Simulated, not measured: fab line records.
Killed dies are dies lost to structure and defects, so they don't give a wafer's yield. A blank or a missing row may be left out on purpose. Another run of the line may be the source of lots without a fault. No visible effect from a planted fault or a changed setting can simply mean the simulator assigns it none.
Chamber matching | flow gf180mcu | cmp-01 running GF_CONTACT_CMP_27: 4 sister chambers
The step polishes, stops on SiO2, t overpolish 15 s, target thk 0 nm. 8 wafers are shown with their chamber, then 7 later ones without.

== WAFERS WITH THEIR CHAMBER ==
wafer  | chamber | motorCurrentA (A) | timeToEndpointS (s)
L822.2 | 3       | 10.1              | 74
L823.6 | 1       | 9.1               | 74
L824.3 | 2       | 11.2              | 75
L827.2 | 0       | 8.8               | 78
L827.4 | 3       | 11.1              | 77
L827.5 | 1       | 9.5               | 73
L838.2 | 2       | 11.4              | 74
L838.4 | 0       | 8.8               | 76

== WAFERS WITHOUT THEIR CHAMBER ==
wafer  | motorCurrentA (A) | timeToEndpointS (s)
L838.6 | 9.1               | 67
L841.2 | 9.6               | 70
L841.3 | 10.8              | 74
L841.6 | 11.9              | 71
L842.2 | 11.0              | 74
L842.4 | 9.2               | 76
L842.5 | 9.0               | 67

== WHICH CHAMBER EACH WENT THROUGH ==
wafer  | from the rows above     | in truth
L838.6 | 1                       | 1
L841.2 | 1                       | 1
L841.3 | can't be placed: 3 or 2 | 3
L841.6 | can't be placed: 2 or 3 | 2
L842.2 | can't be placed: 2 or 3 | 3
L842.4 | can't be placed: 0 or 1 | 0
L842.5 | 1                       | 1
Placed correctly: 3 of 7. These rows do not allow placing 4 (true chamber among the candidates in 4). 0 placed wrongly.
How it was worked out, from the rows above alone: a wafer's distance from a chamber is the root of the sum, over the readings, of the square of ((its reading less the chamber's mean) divided by the reading's scatter). If the next closest chamber is less than 2 further off than the closest, the wafer can't be placed; otherwise it belongs to the closest. For every chamber, the mean is computed from those of its wafers that are shown. How the scatter is found: for the shown wafers, subtract from each reading the mean of its chamber, square and add these, divide the total by (wafers less chambers), then take the root.
